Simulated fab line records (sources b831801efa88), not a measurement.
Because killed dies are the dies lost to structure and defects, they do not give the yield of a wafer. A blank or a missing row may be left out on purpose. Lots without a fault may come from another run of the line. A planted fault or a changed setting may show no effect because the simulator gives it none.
fab line records ; flow sky130
[record] lots = 10; wafers = 30; last-day = 50
route steps=708 shown VIA1@472 VIA2@521 CAPM@537 PAD_OPEN@708
lots untouched by any fault: they come from a run of this same line in which no faults occurred
start-h: the number of hours between the record's first day and the start of the first shown wafer of the lot ; wait-h: how many hours have passed since the lot's step before this one ; " the same as in the row above ; L1.1+2: a row that stands for several wafers ; - value missing, or start not given ; * or withheld: withheld ; < > ~ a bound
route shown NAME@n: names a module that has steps shown in the file, with the first one's number in the route ; usual: the fault-free wafers' mean and standard deviation ; same: alike in all rows ; chamber/n: place in a boat ; sites: the reading at each site ; _std_site: the values' standard deviation ; _edge_site: mean of outer sites minus mean of inner sites ; radius-mm: for every site, how far away it sits from the centre of the wafer ; mask NAME#n: copy n ; behind: tool/chamber where the wafer was last shaped ; hold: why the lot went on hold/how many hours it stayed there/how the hold came to an end ; device: the n, p or np transistor that did not switch ; end of line: the same wafers' tests at the end of the route ; a step given without rows: its recipe and nothing more ; killed: dies that structure and defects cost at the first sort, which is not the same as the wafer's yield ; map: the dies of a wafer, with x for killed, . for not killed, _ for no die there
set.NAME: setting as actually run; set.NAME@STEP: the setting as run at that earlier step ; model.NAME: the simulator's own value behind a step, which no gauge read
a sample of lots followed through the steps of the route, with each step as a table and each wafer as a row
services: when a tool's chamber went out of use (start-h, in hours from the record's first day, below 0 if earlier), for how many hours, and the reason
[[steps]]
[step SKY_VIA1_ETCH_14]
[recipe] chemistry = N2/H2; target = BARC; ion-energy-ev = 200; source-w = 500; bias-w = 100; pressure-mtorr = 30; n2-flow-sccm = 100; h2-flow-sccm = 200; stop-on = SiO2; time-s = 45.9; target-depth-a = 600
[usual] drypump-motor-current-A = 5.8/0.49; n2-flow-sccm = 100.0/0.32; oes-product-au = 0.855/0.0048; throttle-valve-pct = 13.223/0.0084
lot.wafer;tool;chamber;start-h;wait-h;drypump-motor-current-A;n2-flow-sccm;oes-product-au;rf-hours-counter-h;throttle-valve-pct
L856.1;rie-diel-02;3;788.58;0.0;5.8;100.2;0.859;36;13.215
L856.3;rie-diel-02;0;788.58;0.0;6.3;100.2;0.854;2;13.224
L856.5;rie-diel-02;3;788.58;0.0;5.8;99.7;0.862;-;13.227
L857.2;rie-diel-02;1;801.73;0.0;6.1;100.3;0.851;12;13.214
L857.4;rie-diel-02;0;801.73;0.0;6.3;100.1;0.859;-;13.241
L857.5;rie-diel-02;1;801.73;0.0;6.2;100.5;0.855;-;13.238
L859.1;rie-diel-01;1;813.58;0.0;6.0;99.8;0.854;15;13.227
L859.2;rie-diel-01;2;813.58;0.0;5.2;101.0;0.857;16;13.226
L859.5;rie-diel-01;3;813.58;0.0;5.6;99.5;0.856;-;13.216
L869.4;rie-diel-01;2;905.53;0.0;5.1;100.0;0.849;19;13.209
L869.5;rie-diel-01;3;905.53;0.0;5.6;100.1;0.853;-;13.218
L869.6;rie-diel-01;0;905.53;0.0;5.4;99.9;0.857;-;13.215
L870.1;rie-diel-02;3;911.76;0.0;5.8;100.3;0.863;3;13.219
L870.3;rie-diel-02;2;911.76;0.0;6.3;100.2;0.861;7;13.225
L870.4;rie-diel-02;0;911.76;0.0;6.3;100.0;0.862;6;13.220
L871.2;rie-diel-01;0;914.18;0.0;5.4;99.9;0.852;13;13.221
L871.5;rie-diel-01;0;914.18;0.0;5.4;100.2;0.856;-;13.222
L871.6;rie-diel-01;3;914.18;0.0;5.6;99.5;0.857;-;13.225
L872.1;rie-diel-01;1;922.60;0.0;6.0;100.1;0.857;19;13.217
L872.3;rie-diel-01;2;922.60;0.0;5.1;100.6;0.854;19;13.213
L872.5;rie-diel-01;3;922.60;0.0;5.6;99.9;0.850;-;13.234
L875.1;rie-diel-02;0;950.71;0.0;6.3;99.8;0.851;7;13.230
L875.3;rie-diel-02;3;950.71;0.0;5.8;100.0;0.853;4;13.227
L875.4;rie-diel-02;2;950.71;0.0;6.3;99.5;0.865;8;13.234
L877.1;rie-diel-01;0;952.78;0.0;5.4;100.1;0.852;14;13.221
L877.3;rie-diel-01;3;952.78;0.0;5.7;100.2;0.848;16;13.221
L877.5;rie-diel-01;1;952.78;0.0;6.0;100.4;0.850;-;13.216
L878.1;rie-diel-02;2;956.83;0.0;6.2;99.9;0.859;8;13.221
L878.3;rie-diel-02;3;956.83;0.0;5.8;100.6;0.848;4;13.214
L878.5;rie-diel-02;3;956.83;0.0;5.8;100.6;0.853;-;13.231
[step SKY_VIA2_ETCH_14]
[recipe] chemistry = N2/H2; target = BARC; ion-energy-ev = 200; source-w = 500; bias-w = 100; pressure-mtorr = 30; n2-flow-sccm = 100; h2-flow-sccm = 200; stop-on = SiO2; time-s = 45.9; target-depth-a = 600
[usual] drypump-motor-current-A = 5.7/0.43; n2-flow-sccm = 100.0/0.31; oes-product-au = 0.855/0.0053; throttle-valve-pct = 13.226/0.0095
lot.wafer;tool;chamber;start-h;wait-h;drypump-motor-current-A;n2-flow-sccm;oes-product-au;rf-hours-counter-h;throttle-valve-pct
L856.1;rie-diel-01;1;843.81;0.0;6.0;99.5;0.859;16;13.222
L856.3;rie-diel-01;3;843.81;0.0;5.7;99.9;0.851;12;13.234
L856.5;rie-diel-01;1;843.81;0.0;6.0;99.9;0.852;-;13.215
L857.2;rie-diel-04;1;857.26;0.0;5.7;100.1;0.858;9;13.236
L857.4;rie-diel-04;0;857.26;0.0;4.9;99.6;0.849;11;13.244
L857.5;rie-diel-04;2;857.26;0.0;5.5;100.0;0.847;-;13.229
L859.1;rie-diel-03;1;868.66;0.0;5.7;99.7;0.848;2;13.218
L859.2;rie-diel-03;2;868.66;0.0;5.4;100.1;0.861;2;13.231
L859.5;rie-diel-03;1;868.66;0.0;5.7;100.0;0.855;-;13.213
L869.4;rie-diel-01;1;958.03;0.0;5.9;99.8;0.867;-;13.209
L869.5;rie-diel-01;3;958.03;0.0;5.6;100.0;0.851;-;13.225
L869.6;rie-diel-01;0;958.03;0.0;5.4;100.3;0.856;-;13.218
L870.1;rie-diel-04;1;964.03;0.0;5.7;100.2;0.850;12;13.224
L870.3;rie-diel-04;3;964.03;0.0;6.6;100.1;0.868;18;13.220
L870.4;rie-diel-04;2;964.03;0.0;5.6;99.5;0.855;20;13.237
L871.2;rie-diel-04;2;965.51;0.0;5.6;99.8;0.856;20;13.237
L871.5;rie-diel-04;1;965.51;0.0;5.7;100.3;0.849;-;13.228
L871.6;rie-diel-04;0;965.51;0.0;4.9;99.7;0.851;-;13.227
L872.1;rie-diel-03;3;973.53;0.0;5.8;99.7;0.854;12;13.215
L872.3;rie-diel-03;0;973.53;0.0;5.8;100.3;0.861;20;13.234
L872.5;rie-diel-03;1;973.53;0.0;5.7;99.8;0.854;-;13.219
L875.1;rie-diel-03;2;1000.58;0.0;5.4;100.4;0.858;7;13.243
L875.3;rie-diel-03;0;1000.58;0.0;5.8;99.8;0.852;21;13.233
L875.4;rie-diel-03;3;1000.58;0.0;5.8;99.6;0.857;13;13.216
L877.1;rie-diel-03;3;1003.18;0.0;5.8;99.9;0.855;13;13.231
L877.3;rie-diel-03;1;1003.18;0.0;5.7;100.4;0.858;6;13.220
L877.5;rie-diel-03;1;1003.18;0.0;5.7;100.3;0.852;-;13.226
L878.1;rie-diel-04;2;1007.46;0.0;5.6;99.4;0.849;22;13.227
L878.3;rie-diel-04;1;1007.46;0.0;5.7;99.9;0.857;14;13.222
L878.5;rie-diel-04;2;1007.46;0.0;5.6;99.5;0.857;-;13.225
[step SKY_VIA2_CVD_21]
[recipe] material = W; target-thk-nm = 420; time-s = 126.4; temp-c = 400; pressure-torr = 40
[usual] heater-power-w = 850/55
lot.wafer;tool;chamber;start-h;wait-h;heater-power-w
L856.1;cvd-w-02;1;844.57;0.0;825
L856.3;cvd-w-02;0;844.57;0.0;917
L856.5;cvd-w-02;1;844.57;0.0;839
L857.2;cvd-w-01;0;858.03;0.0;776
L857.4;cvd-w-01;0;858.03;0.0;811
L857.5;cvd-w-01;1;858.03;0.0;930
L859.1;cvd-w-01;1;869.42;0.0;900
L859.2;cvd-w-01;0;869.42;0.0;791
L859.5;cvd-w-01;0;869.42;0.0;805
L869.4;cvd-w-01;0;958.85;0.1;752
L869.5;cvd-w-01;1;958.85;0.1;862
L869.6;cvd-w-01;0;958.85;0.1;730
L870.1;cvd-w-02;0;964.83;0.0;886
L870.3;cvd-w-02;0;964.83;0.0;878
L870.4;cvd-w-02;1;964.83;0.0;831
L871.2;cvd-w-01;1;966.27;0.0;864
L871.5;cvd-w-01;0;966.27;0.0;758
L871.6;cvd-w-01;1;966.27;0.0;862
L872.1;cvd-w-02;0;974.29;0.0;900
L872.3;cvd-w-02;0;974.29;0.0;909
L872.5;cvd-w-02;0;974.29;0.0;923
L875.1;cvd-w-02;1;1001.38;0.0;851
L875.3;cvd-w-02;1;1001.38;0.0;838
L875.4;cvd-w-02;0;1001.38;0.0;907
L877.1;cvd-w-02;0;1003.98;0.0;926
L877.3;cvd-w-02;1;1003.98;0.0;871
L877.5;cvd-w-02;0;1003.98;0.0;911
L878.1;cvd-w-02;1;1008.58;0.0;838
L878.3;cvd-w-02;0;1008.58;0.0;889
L878.5;cvd-w-02;0;1008.58;0.0;921
[step SKY_VIA2_RS_MEAS_22]
[recipe] thk-meas-gauge = four-point-probe; reads = W_of_VIA2_CVD_21+TiN_of_VIA2_SPUTTER_20
[usual] VIA2_W_RS = 0.272/0.0038
lot.wafer;tool;chamber;start-h;wait-h;VIA2_W_RS[ohm/sq]
L856.1;film-metro-04;-;844.71;0.1;0.269
L856.3;film-metro-04;-;844.71;0.1;0.270
L856.5;film-metro-04;-;844.71;0.1;0.265
L857.2;film-metro-01;-;858.18;0.1;0.269
L857.4;film-metro-01;-;858.18;0.1;0.276
L857.5;film-metro-01;-;858.18;0.1;0.275
L859.1;film-metro-02;-;869.55;0.1;0.279
L859.2;film-metro-02;-;869.55;0.1;0.277
L859.5;film-metro-02;-;869.55;0.1;0.275
L869.4;film-metro-02;-;958.99;0.1;0.213
L869.5;film-metro-02;-;958.99;0.1;0.275
L869.6;film-metro-02;-;958.99;0.1;0.215
L870.1;film-metro-02;-;964.96;0.1;0.273
L870.3;film-metro-02;-;964.96;0.1;0.271
L870.4;film-metro-02;-;964.96;0.1;0.266
L871.2;film-metro-01;-;966.42;0.1;0.273
L871.5;film-metro-01;-;966.42;0.1;0.215
L871.6;film-metro-01;-;966.42;0.1;0.270
L872.1;film-metro-01;-;974.42;0.1;0.272
L872.3;film-metro-01;-;974.42;0.1;0.272
L872.5;film-metro-01;-;974.42;0.1;0.272
L875.1;film-metro-01;-;1001.51;0.1;0.270
L875.3;film-metro-01;-;1001.51;0.1;0.269
L875.4;film-metro-01;-;1001.51;0.1;0.271
L877.1;film-metro-02;-;1004.11;0.1;0.273
L877.3;film-metro-02;-;1004.11;0.1;0.270
L877.5;film-metro-02;-;1004.11;0.1;0.273
L878.1;film-metro-01;-;1008.71;0.1;0.268
L878.3;film-metro-01;-;1008.71;0.1;0.272
L878.5;film-metro-01;-;1008.71;0.1;0.273
[step SKY_VIA2_THK_MEAS_23]
[recipe] thk-meas-gauge = xrf; reads = W_of_VIA2_CVD_21
[usual] VIA2_W_THK = 440/8.9
lot.wafer;tool;chamber;start-h;wait-h;VIA2_W_THK[nm]
L856.1;film-metro-04;-;844.83;0.1;440
L856.3;film-metro-04;-;844.83;0.1;439
L856.5;film-metro-04;-;844.83;0.1;443
L857.2;film-metro-01;-;858.29;0.1;446
L857.4;film-metro-01;-;858.29;0.1;435
L857.5;film-metro-01;-;858.29;0.1;434
L859.1;film-metro-02;-;869.67;0.1;433
L859.2;film-metro-02;-;869.67;0.1;437
L859.5;film-metro-02;-;869.67;0.1;436
L869.4;film-metro-02;-;959.08;0.1;-
L869.5;film-metro-02;-;959.08;0.1;435
L869.6;film-metro-02;-;959.08;0.1;568
L870.1;film-metro-02;-;965.08;0.1;441
L870.3;film-metro-02;-;965.08;0.1;444
L870.4;film-metro-02;-;965.08;0.1;451
L871.2;film-metro-01;-;966.53;0.1;435
L871.5;film-metro-01;-;966.53;0.1;-
L871.6;film-metro-01;-;966.53;0.1;440
L872.1;film-metro-01;-;974.54;0.1;439
L872.3;film-metro-01;-;974.54;0.1;441
L872.5;film-metro-01;-;974.54;0.1;443
L875.1;film-metro-01;-;1001.63;0.1;439
L875.3;film-metro-01;-;1001.63;0.1;441
L875.4;film-metro-01;-;1001.63;0.1;436
L877.1;film-metro-02;-;1004.23;0.1;445
L877.3;film-metro-02;-;1004.23;0.1;455
L877.5;film-metro-02;-;1004.23;0.1;447
L878.1;film-metro-01;-;1008.83;0.1;444
L878.3;film-metro-01;-;1008.83;0.1;434
L878.5;film-metro-01;-;1008.83;0.1;437
[step SKY_VIA2_CMP_24]
[recipe] stop-on = SiO2; t-overpolish-s = 20; down-force-psi = 3.5; platen-rpm = 60; target-thk-nm = 0; pad-velocity-m-s = 0.94248
[usual] motor-current-A = 10.7/0.67; time-to-endpoint-s = 101/3.4
lot.wafer;tool;chamber;start-h;wait-h;motor-current-A;time-to-endpoint-s
L856.1;cmp-02;0;844.89;0.1;10.7;96
L856.3;cmp-02;2;844.89;0.1;10.6;99
L856.5;cmp-02;0;844.89;0.1;10.8;100
L857.2;cmp-02;3;858.39;0.1;10.1;105
L857.4;cmp-02;0;858.39;0.1;10.2;95
L857.5;cmp-02;3;858.39;0.1;10.5;102
L859.1;cmp-02;2;869.73;0.1;11.2;97
L859.2;cmp-02;1;869.73;0.1;10.4;100
L859.5;cmp-02;2;869.73;0.1;11.0;97
L869.4;cmp-01;0;959.28;0.2;9.9;127
L869.6;cmp-01;2;959.28;0.2;11.2;131
L869.5;cmp-01;3;959.28;0.2;10.6;106
L870.1;cmp-02;3;965.14;0.1;10.0;100
L870.3;cmp-02;1;965.14;0.1;10.9;96
L870.4;cmp-02;2;965.14;0.1;10.8;100
L871.2;cmp-02;0;967.14;0.6;10.9;97
L871.5;cmp-02;2;967.14;0.6;10.7;129
L871.6;cmp-02;3;967.14;0.6;10.2;102
L872.1;cmp-01;3;974.67;0.1;11.5;105
L872.3;cmp-01;1;974.67;0.1;10.5;104
L872.5;cmp-01;0;974.67;0.1;9.5;98
L875.4;cmp-02;2;1001.69;0.0;10.5;100
L875.1;cmp-02;3;1001.69;0.0;9.7;103
L875.3;cmp-02;0;1001.69;0.0;10.6;100
L877.1;cmp-02;1;1004.39;0.1;10.3;100
L877.3;cmp-02;2;1004.39;0.1;10.5;99
L877.5;cmp-02;0;1004.39;0.1;10.4;101
L878.3;cmp-01;1;1008.99;0.1;10.1;104
L878.1;cmp-01;2;1008.99;0.1;12.1;104
L878.5;cmp-01;0;1008.99;0.1;10.0;98
[step SKY_CAPM_CVD_00]
[recipe] material = SiO2; target-thk-nm = 15.5; temp-c = 400; time-s = withheld; rf-w = 450
[usual] heater-power-w = 748/81
lot.wafer;tool;chamber;start-h;wait-h;heater-power-w
L856.1;pecvd-02;0;845.34;0.0;840
L856.3;pecvd-02;2;845.34;0.0;751
L856.5;pecvd-02;0;845.34;0.0;839
L857.2;pecvd-03;2;858.80;0.0;784
L857.4;pecvd-03;2;858.80;0.0;783
L857.5;pecvd-03;2;858.80;0.0;776
L859.1;pecvd-04;0;870.19;0.0;673
L859.2;pecvd-04;2;870.19;0.0;754
L859.5;pecvd-04;0;870.19;0.0;672
L869.4;pecvd-04;2;959.65;0.0;684
L869.5;pecvd-04;1;959.65;0.0;859
L869.6;pecvd-04;0;959.65;0.0;665
L870.1;pecvd-03;1;965.59;0.0;769
L870.3;pecvd-03;0;965.59;0.0;671
L870.4;pecvd-03;2;965.59;0.0;823
L871.2;pecvd-03;0;967.49;0.0;734
L871.5;pecvd-03;0;967.49;0.0;731
L871.6;pecvd-03;1;967.49;0.0;775
L872.1;pecvd-02;2;975.12;0.0;717
L872.3;pecvd-02;0;975.12;0.0;973
L872.5;pecvd-02;1;975.12;0.0;811
L875.1;pecvd-03;1;1002.15;0.0;827
L875.3;pecvd-03;2;1002.15;0.0;781
L875.4;pecvd-03;0;1002.15;0.0;736
L877.1;pecvd-04;2;1004.74;0.0;628
L877.3;pecvd-04;0;1004.74;0.0;600
L877.5;pecvd-04;1;1004.74;0.0;757
L878.1;pecvd-03;1;1009.34;0.0;697
L878.3;pecvd-03;0;1009.34;0.0;713
L878.5;pecvd-03;1;1009.34;0.0;705
[step SKY_PAD_OPEN_PROBE_99]
[usual] defect-limited-yield = 82.4/1.8; killed_at_M0_to_M3 = 43/7.8; killed_at_M4_up = 3.2/1.7; killed-at-contacts = 24/5.2; killed-at-front-end = 15/4.5; killed-at-other = 0.4/0.65; killed-dies = 87/9.1; killed-open = 47/7.3; killed-short = 40/6.5; sort_bin_3_pad_short = 0.9/0.46; sort_bin_5_function = 10.4/1.5; sort_bin_6_memory = 6.3/1; sort-n-pass = 405/9.1; sort-yield-pct = 82.4/1.8
[same] gross-dies = 492; killed-at-back-side = 0; sort_bin_4_leakage[%] = 0; sort_bin_8_speed[%] = 0
lot.wafer;tool;chamber;start-h;wait-h;defect-limited-yield[%];killed_at_M0_to_M3;killed_at_M4_up;killed-at-contacts;killed-at-front-end;killed-at-other;killed-dies;killed-open;killed-short;sort_bin_3_pad_short[%];sort_bin_5_function[%];sort_bin_6_memory[%];sort-n-pass;sort-yield-pct[%]
L870.1;prober-02;-;1163.53;0.1;83.7;42;0;23;13;2;80;39;38;0.8;10.0;5.5;412;83.7
L870.3;prober-02;-;1163.63;0.2;82.5;44;5;25;11;1;86;49;36;0.4;10.8;6.3;406;82.5
L870.4;prober-02;-;1163.68;0.2;83.9;41;2;20;15;1;79;44;34;0.4;8.5;7.1;413;83.9
L871.2;prober-01;-;1169.23;0.1;83.5;41;5;24;11;0;81;39;42;1.0;10.2;5.3;411;83.5
L871.5;prober-01;-;1169.38;0.2;79.7;52;1;30;17;0;100;57;43;0.4;12.4;7.5;392;79.7
L871.6;prober-01;-;1169.43;0.2;83.5;47;4;18;12;0;81;46;35;1.0;9.6;5.9;411;83.5
L878.1;prober-02;-;1197.17;0.1;83.9;35;3;24;17;0;79;34;45;0.6;9.6;5.9;413;83.9
L878.3;prober-02;-;1197.27;0.2;84.6;26;2;29;19;0;76;49;27;0;9.6;5.9;416;84.6
L878.5;prober-02;-;1197.37;0.2;82.9;40;4;28;12;0;84;44;40;1.0;10.8;5.3;408;82.9
// killed by level:class
L870.1 VIA1:geometric-particle:open=10 CONTACT:geometric-particle:open=7 LI_CONTACT:geometric-particle:open=6 VIA1:geometric-particle:short=6 VIA3:geometric-particle:short=6 LOCAL_INTERCONNECT:geometric-particle:short=5 VIA2:geometric-particle:open=5 POLY_GATE:geometric-particle:short=4
L870.3 VIA3:geometric-particle:open=11 CONTACT:geometric-particle:open=10 VIA1:geometric-particle:open=7 CONTACT:geometric-particle:short=6 METAL1:geometric-particle:short=6 METAL2:geometric-particle:short=6 LI_CONTACT:geometric-particle:open=5 FIELD_ISO:geometric-particle:open=4
L870.4 VIA1:geometric-particle:open=11 METAL1:geometric-particle:short=9 VIA3:geometric-particle:open=7 LI_CONTACT:geometric-particle:open=6 FIELD_ISO:geometric-particle:open=5 POLY_GATE:geometric-particle:short=5 CONTACT:geometric-particle:open=5 CONTACT:geometric-particle:short=5
L871.2 CONTACT:geometric-particle:open=11 VIA1:geometric-particle:open=10 VIA3:geometric-particle:short=7 VIA3:geometric-particle:open=5 LI_CONTACT:geometric-particle:short=5 METAL1:geometric-particle:short=5 METAL2:geometric-particle:short=5 METAL4:geometric-particle:short=5
L871.5 CONTACT:geometric-particle:open=15 VIA1:geometric-particle:open=9 METAL1:geometric-particle:short=8 VIA1:geometric-particle:short=6 LI_CONTACT:geometric-particle:open=6 VIA3:geometric-particle:open=6 POLY_GATE:geometric-particle:short=5 CONTACT:geometric-particle:short=5
L871.6 VIA1:geometric-particle:open=13 CONTACT:geometric-particle:open=8 VIA3:geometric-particle:short=7 VIA1:geometric-particle:short=6 POLY_GATE:geometric-particle:short=5 VIA3:geometric-particle:open=5 VIA2:geometric-particle:open=4 FIELD_ISO:geometric-particle:open=3
L878.1 CONTACT:geometric-particle:open=10 VIA1:geometric-particle:open=9 POLY_GATE:geometric-particle:short=7 METAL1:geometric-particle:short=7 METAL2:geometric-particle:short=7 LI_CONTACT:geometric-particle:open=6 FIELD_ISO:geometric-particle:short=5 LI_CONTACT:geometric-particle:short=3
L878.3 LI_CONTACT:geometric-particle:open=12 CONTACT:geometric-particle:open=9 SPACER:geometric-particle:open=5 VIA3:geometric-particle:open=5 FIELD_ISO:geometric-particle:open=4 POLY_GATE:geometric-particle:short=4 VIA1:geometric-particle:open=4 METAL2:geometric-particle:short=4
L878.5 CONTACT:geometric-particle:open=11 VIA2:geometric-particle:open=8 LI_CONTACT:geometric-particle:short=6 METAL1:geometric-particle:open=5 VIA3:geometric-particle:open=5 POLY_GATE:geometric-particle:open=4 LOCAL_INTERCONNECT:geometric-particle:short=4 CONTACT:geometric-particle:short=4
[[services]]
tool;chamber;start-h;hours;kind
cvd-w-01;0;769.08;3.1;repair
rie-diel-04;0;778.33;11.9;repair
rie-diel-03;0;780.75;2.1;repair
rie-diel-02;2;787.14;2.9;repair
cvd-w-01;1;788.79;10.5;repair
rie-diel-01;2;791.93;15.2;repair
cvd-w-02;-;800.95;1.3;repair
rie-diel-04;1;814.86;4.7;repair
rie-diel-01;3;818.91;7.6;repair
rie-diel-04;-;839.80;2.8;pm
pecvd-03;0;850.03;4.1;repair
pecvd-03;1;853.17;12.5;repair
rie-diel-02;-;860.03;1.2;repair
pecvd-03;-;860.11;6.0;pm
rie-diel-02;1;890.57;4.6;repair
rie-diel-02;-;898.53;0.5;repair
cmp-02;-;912.00;4.0;pm
cmp-02;-;940.30;20.5;pm
rie-diel-01;2;947.22;28.2;repair
pecvd-03;-;957.53;0.6;repair
rie-diel-01;-;960.00;0.8;repair
cmp-02;-;962.09;1.8;repair
cvd-w-02;-;969.65;1.5;repair
cmp-02;-;973.89;1.0;repair
[[key]]
[first-sign] step = SKY_VIA2_RS_MEAS_22; reading = VIA2_W_RS; direction = down; sigmas = 15; usual = 0.272; struck = 0.214
[effect] step = SKY_VIA2_THK_MEAS_23; reading = VIA2_W_THK; direction = missing
[effect] step = SKY_VIA2_CMP_24; reading = time-to-endpoint-s; direction = up; sigmas = 8.1; usual = *; struck = *
met-at SKY_VIA2_CVD_21
struck-lots L869,L871
struck-wafers L869.4,L869.6,L871.5
not-acting-at SKY_VIA1_ETCH_14,SKY_VIA2_ETCH_14,SKY_CAPM_CVD_00
onset-between 869.42 958.85
[fault] kind = process-parameter-drift; tool = cvd-w-01; chamber = 0; onset-h = 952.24; steps = SKY_VIA2_CVD_21; channel = target-thk-nm; offset = 120.29; shape = step; end-h = 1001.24; acts-in = these-recipes-only; stated = 420
